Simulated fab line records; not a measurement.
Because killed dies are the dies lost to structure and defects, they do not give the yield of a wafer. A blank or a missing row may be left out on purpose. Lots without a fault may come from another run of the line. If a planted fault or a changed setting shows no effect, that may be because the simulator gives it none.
Chamber matching | flow sky130 | rie-diel-03 running SKY_CONTACT_ETCH_17: 4 sister chambers
The step etches SiO2 in C4F8/O2/Ar, stops on Si3N4, target depth 340 nm. 4 wafers are shown with their chamber, then 7 later ones without.

== EACH WAFER AND ITS CHAMBER ==
wafer  | chamber | bias-w (W)
L235.4 | 3       | 1202
L235.5 | 0       | 1201
L236.2 | 1       | 1200
L236.5 | 2       | 1201

== WAFERS WITH NO CHAMBER GIVEN ==
wafer  | bias-w (W)
L236.6 | 1198
L241.1 | 1201
L241.2 | 1198
L241.3 | 1203
L247.1 | 1199
L247.4 | 1201
L247.6 | 1201

== THE CHAMBER EACH PASSED THROUGH ==
wafer  | from the rows above               | in truth
L236.6 | can't be placed: 1 or 0 or 2 or 3 | 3
L241.1 | can't be placed: 0 or 2 or 1 or 3 | 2
L241.2 | can't be placed: 1 or 0 or 2 or 3 | 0
L241.3 | can't be placed: 3 or 0 or 2 or 1 | 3
L247.1 | can't be placed: 1 or 0 or 2 or 3 | 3
L247.4 | can't be placed: 0 or 2 or 1 or 3 | 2
L247.6 | can't be placed: 0 or 2 or 1 or 3 | 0
0 of 7 placed correctly. These rows do not allow placing 7 (true chamber among the candidates in 7). Wrongly placed: 0.
How it was worked out, from the rows above alone: a wafer's distance from a chamber is the root of the sum, over the readings, of the square of ((its reading less the chamber's mean) divided by the reading's scatter). The wafer belongs to the nearest chamber; if the next one is less than 2 further off, it can't be placed. The mean given for a chamber averages the wafers shown for that chamber. The scatter: root of mean squared gap, hidden wafer to nearest shown wafer, with one shown wafer a chamber.
